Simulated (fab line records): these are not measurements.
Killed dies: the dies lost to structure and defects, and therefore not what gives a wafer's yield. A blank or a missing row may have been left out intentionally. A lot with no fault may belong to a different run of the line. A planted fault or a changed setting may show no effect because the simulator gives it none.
One fault seen from 2 desks + flow gf180mcu + each desk holds nothing but its own numbers, with what lay behind them at the end

== THE TOOL OWNER'S DESK: plasmaAsher-04 ==
The tool's own readings at GF_V5_STRIP_18 (strips in O2/N2): means of the sampled wafers that have a number, for each lot that ran on this tool. Marked OUT: a lot whose mean sits more than 4 standard deviations from the usual mean, which makes it out of limits; the brackets give that distance.
Columns: A = drypumpMotorCurrentA at GF_V5_STRIP_18, usual 5.8 A; B = heaterPowerW at GF_V5_STRIP_18, usual 363 W; C = n2FlowSccm at GF_V5_STRIP_18, usual 299.9 sccm; D = oesProductAu at GF_V5_STRIP_18, usual 0.568 a.u.
| lot  | first seen here | A   | B   | C               | D     |
|------|-----------------|-----|-----|-----------------|-------|
| L744 | day 28 14:16    | 6.1 | 330 | 298.4           | 0.571 |
| L748 | day 29 20:58    | 6.1 | 332 | 299.1           | 0.568 |
| L753 | day 30 19:53    | 6.0 | 338 | 299.0           | 0.566 |
| L755 | day 31 13:30    | 6.0 | 338 | 271.1 (-34) OUT | 0.568 |
| L758 | day 32 07:14    | 6.0 | 330 | 280.5 (-23) OUT | 0.570 |
This desk's finding: out of limits on L755, L758; first on L755, day 31 13:30 (n2FlowSccm at GF_V5_STRIP_18). L744, L748, L753 stayed within limits.

== THE METROLOGY DESK ==
What the gauges read, lot by lot, whatever tool the lot ran on: means of the sampled wafers that have a number. Marked OUT: a lot whose mean sits more than 4 standard deviations from the usual mean, which makes it out of limits; the brackets give that distance.
Columns: A = MIM_ALCU_THK at GF_MIM_THK_MEAS_11, usual 195.2 nm
| lot  | first seen here | A     |
|------|-----------------|-------|
| L742 | day 25 03:43    | 192.9 |
| L744 | day 26 00:40    | 196.3 |
| L746 | day 26 12:26    | 195.1 |
| L747 | day 26 21:22    | 197.1 |
| L748 | day 27 04:00    | 194.3 |
| L753 | day 28 11:32    | 196.2 |
| L755 | day 29 04:40    | 194.7 |
| L756 | day 29 18:14    | 194.9 |
| L758 | day 30 01:10    | 197.3 |
| L760 | day 30 16:01    | 194.2 |
| L761 | day 30 20:13    | 196.9 |
| L762 | day 31 01:58    | 194.9 |
| L763 | day 31 12:16    | 196.1 |
This desk's finding: nothing out of limits on any of the 13 lots.

== TAKEN TOGETHER ==
An alarm could have come from the tool owner's desk at day 31 13:30, on L755, L758.
Nothing out of limits was seen by the metrology desk.
The metrology desk holds a record of L755, L758, inside its limits.
Of the lots named, all ran GF_V5_STRIP_18 on plasmaAsher-04.

== WHAT THE SIMULATOR HAD INSERTED ==
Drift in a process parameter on plasmaAsher-04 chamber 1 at GF_V5_STRIP_18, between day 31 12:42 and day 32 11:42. A move of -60 in setting n2FlowSccm, from 300. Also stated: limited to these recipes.
Struck lots among those shown: L755, L758.
Delay in hours, fault start to first out-of-limits reading, by desk: the tool owner's desk at 1.
